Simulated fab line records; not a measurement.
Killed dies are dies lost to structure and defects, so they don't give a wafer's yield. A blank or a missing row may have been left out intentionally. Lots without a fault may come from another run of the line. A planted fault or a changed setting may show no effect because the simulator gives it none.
Which tool is to blame? || flow sky130 || 13 lots, 39 wafers sampled, at 3 steps of a route of 708

WHAT THE GAUGES SHOWED, per wafer
SKY_POLY_CUT_CD_MEAS_08: target cd 270 nm.
{"lot": "L237", "measured": "day 24 16:46", "on": "cd_sem-01", "cd_nm (nm)": "268.4 267.3 267.1"}
{"lot": "L238", "measured": "day 25 03:56", "on": "cd_sem-01", "cd_nm (nm)": "271.4 270.2 270.2"}
{"lot": "L239", "measured": "day 26 00:59", "on": "cd_sem-01", "cd_nm (nm)": "268.0 267.9 269.1"}
{"lot": "L240", "measured": "day 26 11:37", "on": "cd_sem-02", "cd_nm (nm)": "267.0 267.4 267.6"}
{"lot": "L243", "measured": "day 27 18:49", "on": "cd_sem-01", "cd_nm (nm)": "268.8 268.9 269.3"}
{"lot": "L244", "measured": "day 28 05:11", "on": "cd_sem-01", "cd_nm (nm)": "269.1 269.0 269.4"}
{"lot": "L246", "measured": "day 28 11:52", "on": "cd_sem-02", "cd_nm (nm)": "268.2 270.4 271.0"}
{"lot": "L249", "measured": "day 30 01:19", "on": "cd_sem-01", "cd_nm (nm)": "271.6 270.8 271.2"}
{"lot": "L252", "measured": "day 30 04:11", "on": "cd_sem-02", "cd_nm (nm)": "269.4 269.0 269.6"}
{"lot": "L253", "measured": "day 30 11:46", "on": "cd_sem-01", "cd_nm (nm)": "269.0 267.7 268.7"}
{"lot": "L255", "measured": "day 31 04:49", "on": "cd_sem-02", "cd_nm (nm)": "271.9 272.2 270.7"}
{"lot": "L257", "measured": "day 31 14:46", "on": "cd_sem-01", "cd_nm (nm)": "269.6 269.4 269.4"}
{"lot": "L259", "measured": "day 32 05:05", "on": "cd_sem-02", "cd_nm (nm)": "269.0 269.5 269.7"}

SKY_SD_N_OVL_MEAS_08.
{"lot": "L237", "measured": "day 28 09:46", "on": "overlay-02", "SD_N_OVL (nm)": "0.9 0.0 -3.1"}
{"lot": "L238", "measured": "day 28 20:26", "on": "overlay-01", "SD_N_OVL (nm)": "-0.5 -1.7 -1.4"}
{"lot": "L239", "measured": "day 29 16:23", "on": "overlay-01", "SD_N_OVL (nm)": "1.4 0.3 0.4"}
{"lot": "L240", "measured": "day 30 02:08", "on": "overlay-02", "SD_N_OVL (nm)": "0.3 1.3 2.3"}
{"lot": "L243", "measured": "day 31 07:53", "on": "overlay-01", "SD_N_OVL (nm)": "2.1 -0.4 0.4"}
{"lot": "L244", "measured": "day 31 17:53", "on": "overlay-01", "SD_N_OVL (nm)": "2.9 3.5 -1.6"}
{"lot": "L246", "measured": "day 31 23:58", "on": "overlay-02", "SD_N_OVL (nm)": "0.0 1.1 0.7"}
{"lot": "L249", "measured": "day 33 13:31", "on": "overlay-02", "SD_N_OVL (nm)": "-2.0 0.1 0.4"}
{"lot": "L252", "measured": "day 33 15:06", "on": "overlay-02", "SD_N_OVL (nm)": "0.4 0.2 0.7"}
{"lot": "L253", "measured": "day 33 21:18", "on": "overlay-01", "SD_N_OVL (nm)": "0.7 0.7 0.1"}
{"lot": "L255", "measured": "day 34 12:54", "on": "overlay-01", "SD_N_OVL (nm)": "-0.4 -1.2 -0.5"}
{"lot": "L257", "measured": "day 34 23:11", "on": "overlay-01", "SD_N_OVL (nm)": "-0.6 0.9 1.4"}
{"lot": "L259", "measured": "day 35 13:01", "on": "overlay-02", "SD_N_OVL (nm)": "0.8 1.3 -2.3"}

TOOL THAT RAN EACH LOT (tool first, then ch and the chambers of the sampled wafers, then the start)
{"lot": "L237", "SKY_POLY_CUT_STRIP_12": "plasma_asher-02 ch 0,1, day 24 16:58"}
{"lot": "L238", "SKY_POLY_CUT_STRIP_12": "plasma_asher-03 ch 0,1, day 25 04:11"}
{"lot": "L239", "SKY_POLY_CUT_STRIP_12": "plasma_asher-03 ch 0,1, day 26 01:14"}
{"lot": "L240", "SKY_POLY_CUT_STRIP_12": "plasma_asher-04 ch 0, day 26 11:51"}
{"lot": "L243", "SKY_POLY_CUT_STRIP_12": "plasma_asher-02 ch 0,1, day 27 19:01"}
{"lot": "L244", "SKY_POLY_CUT_STRIP_12": "plasma_asher-04 ch 0,1, day 28 05:26"}
{"lot": "L246", "SKY_POLY_CUT_STRIP_12": "plasma_asher-02 ch 0,1, day 28 12:06"}
{"lot": "L249", "SKY_POLY_CUT_STRIP_12": "plasma_asher-02 ch 0,1, day 30 01:32"}
{"lot": "L252", "SKY_POLY_CUT_STRIP_12": "plasma_asher-04 ch 0,1, day 30 04:23"}
{"lot": "L253", "SKY_POLY_CUT_STRIP_12": "plasma_asher-03 ch 0,1, day 30 11:59"}
{"lot": "L255", "SKY_POLY_CUT_STRIP_12": "plasma_asher-03 ch 0,1, day 31 05:02"}
{"lot": "L257", "SKY_POLY_CUT_STRIP_12": "plasma_asher-02 ch 0,1, day 31 14:59"}
{"lot": "L259", "SKY_POLY_CUT_STRIP_12": "plasma_asher-03 ch 0,1, day 32 05:20"}
- SKY_POLY_CUT_STRIP_12: strips in O2/N2.

AS READ BY THE TOOLS THEMSELVES (means over the sampled wafers that have a number; for cases with no such wafer, the mark the record gives instead)
SKY_POLY_CUT_STRIP_12.
{"lot": "L237", "tool": "plasma_asher-02", "drypump_motor_current_A (A)": 6.2, "o2_flow_sccm (sccm)": 2998, "oes_product_au (a.u.)": 0.455, "strip_time_to_endpoint_s (s)": 5.353}
{"lot": "L238", "tool": "plasma_asher-03", "drypump_motor_current_A (A)": 5.4, "o2_flow_sccm (sccm)": 3001, "oes_product_au (a.u.)": 0.453, "strip_time_to_endpoint_s (s)": 5.370}
{"lot": "L239", "tool": "plasma_asher-03", "drypump_motor_current_A (A)": 5.4, "o2_flow_sccm (sccm)": 2990, "oes_product_au (a.u.)": 0.453, "strip_time_to_endpoint_s (s)": 5.370}
{"lot": "L240", "tool": "plasma_asher-04", "drypump_motor_current_A (A)": 5.5, "o2_flow_sccm (sccm)": 3009, "oes_product_au (a.u.)": 0.451, "strip_time_to_endpoint_s (s)": 5.360}
{"lot": "L243", "tool": "plasma_asher-02", "drypump_motor_current_A (A)": 6.3, "o2_flow_sccm (sccm)": 3000, "oes_product_au (a.u.)": 0.456, "strip_time_to_endpoint_s (s)": 5.363}
{"lot": "L244", "tool": "plasma_asher-04", "drypump_motor_current_A (A)": 5.7, "o2_flow_sccm (sccm)": 2992, "oes_product_au (a.u.)": 0.454, "strip_time_to_endpoint_s (s)": 5.348}
{"lot": "L246", "tool": "plasma_asher-02", "drypump_motor_current_A (A)": 6.1, "o2_flow_sccm (sccm)": 3000, "oes_product_au (a.u.)": 0.454, "strip_time_to_endpoint_s (s)": 5.379}
{"lot": "L249", "tool": "plasma_asher-02", "drypump_motor_current_A (A)": 6.2, "o2_flow_sccm (sccm)": 2998, "oes_product_au (a.u.)": 0.451, "strip_time_to_endpoint_s (s)": 5.344}
{"lot": "L252", "tool": "plasma_asher-04", "drypump_motor_current_A (A)": 5.6, "o2_flow_sccm (sccm)": 2998, "oes_product_au (a.u.)": 0.449, "strip_time_to_endpoint_s (s)": 5.363}
{"lot": "L253", "tool": "plasma_asher-03", "drypump_motor_current_A (A)": 5.4, "o2_flow_sccm (sccm)": 3001, "oes_product_au (a.u.)": 0.450, "strip_time_to_endpoint_s (s)": 5.379}
{"lot": "L255", "tool": "plasma_asher-03", "drypump_motor_current_A (A)": 5.4, "o2_flow_sccm (sccm)": 2994, "oes_product_au (a.u.)": 0.453, "strip_time_to_endpoint_s (s)": 5.353}
{"lot": "L257", "tool": "plasma_asher-02", "drypump_motor_current_A (A)": 6.1, "o2_flow_sccm (sccm)": 2998, "oes_product_au (a.u.)": 0.451, "strip_time_to_endpoint_s (s)": 5.357}
{"lot": "L259", "tool": "plasma_asher-03", "drypump_motor_current_A (A)": 5.4, "o2_flow_sccm (sccm)": 3001, "oes_product_au (a.u.)": 0.450, "strip_time_to_endpoint_s (s)": 5.358}

THE ANSWER, worked out from the rows above alone
Rule: usual is defined by the lots themselves. Put in order of their means at a reading, lots are off if they are a third of the lots or fewer, leave a main group of 4 or more, and stand apart from it by a gap of 3 or more times the standard deviation of the main group's means; of several such gaps the widest counts. A main group is skipped when, at the precision printed for the reading in the tables above, its means are all equal. Also off: a lot with no number at a reading for which 4 or more lots have one. Where the step has rows for the other lots, those lots are counted as sound. Order of review: gauges by route order, followed by the tools' own readings, for which a lot's mean as printed above is used. At the first step where some lot is off, the reading lying furthest off is the one used; lots without a number count as furthest.
No lot is off at any reading shown: from this, nothing can be told.

WHAT THE SIMULATOR HAD INSERTED
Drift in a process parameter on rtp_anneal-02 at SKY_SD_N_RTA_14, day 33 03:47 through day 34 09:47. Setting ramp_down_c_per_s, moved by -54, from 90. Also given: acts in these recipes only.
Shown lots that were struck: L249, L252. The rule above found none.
